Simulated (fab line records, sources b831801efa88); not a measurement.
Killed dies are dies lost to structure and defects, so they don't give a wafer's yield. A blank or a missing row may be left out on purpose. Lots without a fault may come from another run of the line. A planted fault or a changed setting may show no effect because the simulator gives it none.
Chamber matching | flow gf180mcu | GF_V1_ETCH_16 on rie_diel-02: 4 sister chambers
The step etches BARC in N2/H2. 8 wafers are shown with their chamber, then 8 later ones without.

WAFERS WITH THEIR CHAMBER
wafer  | chamber | drypump_motor_current_A (A) | oes_product_au (a.u.)
L313.5 | 0       | 5.8                         | 0.861
L317.1 | 3       | 5.9                         | 0.856
L317.5 | 2       | 5.8                         | 0.854
L317.6 | 3       | 6.0                         | 0.846
L320.1 | 2       | 5.7                         | 0.852
L320.4 | 0       | 5.8                         | 0.857
L320.6 | 1       | 4.9                         | 0.863
L324.1 | 1       | 4.9                         | 0.867

WAFERS WITHOUT THEIR CHAMBER
wafer  | drypump_motor_current_A (A) | oes_product_au (a.u.)
L324.5 | 6.0                         | 0.855
L324.6 | 5.8                         | 0.854
L331.1 | 6.0                         | 0.855
L331.3 | 5.8                         | 0.860
L331.5 | 5.8                         | 0.854
L332.1 | 5.8                         | 0.849
L332.2 | 6.0                         | 0.854
L332.5 | 4.9                         | 0.856

WHICH CHAMBER EACH WENT THROUGH
wafer  | from the rows above          | in truth
L324.5 | 3                            | 3
L324.6 | can't be placed: 2 or 0      | 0
L331.1 | 3                            | 3
L331.3 | can't be placed: 0 or 2      | 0
L331.5 | can't be placed: 2 or 0      | 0
L332.1 | can't be placed: 2 or 0 or 3 | 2
L332.2 | 3                            | 3
L332.5 | 1                            | 1
Placed correctly: 4 of 8. Can't be placed from these rows: 4 (the true chamber is among the candidates in 4). Placed wrongly: 0.
How it was worked out, from the rows above alone: a wafer's distance from a chamber is the root of the sum, over the readings, of the square of ((its reading less the chamber's mean) divided by the reading's scatter). The wafer belongs to the nearest chamber; if the next one is less than 2 further off, it can't be placed. A chamber's mean is the mean of its shown wafers. The scatter: the root of (the sum of the squares of (reading less its chamber's mean) over the shown wafers, divided by (wafers less chambers)).
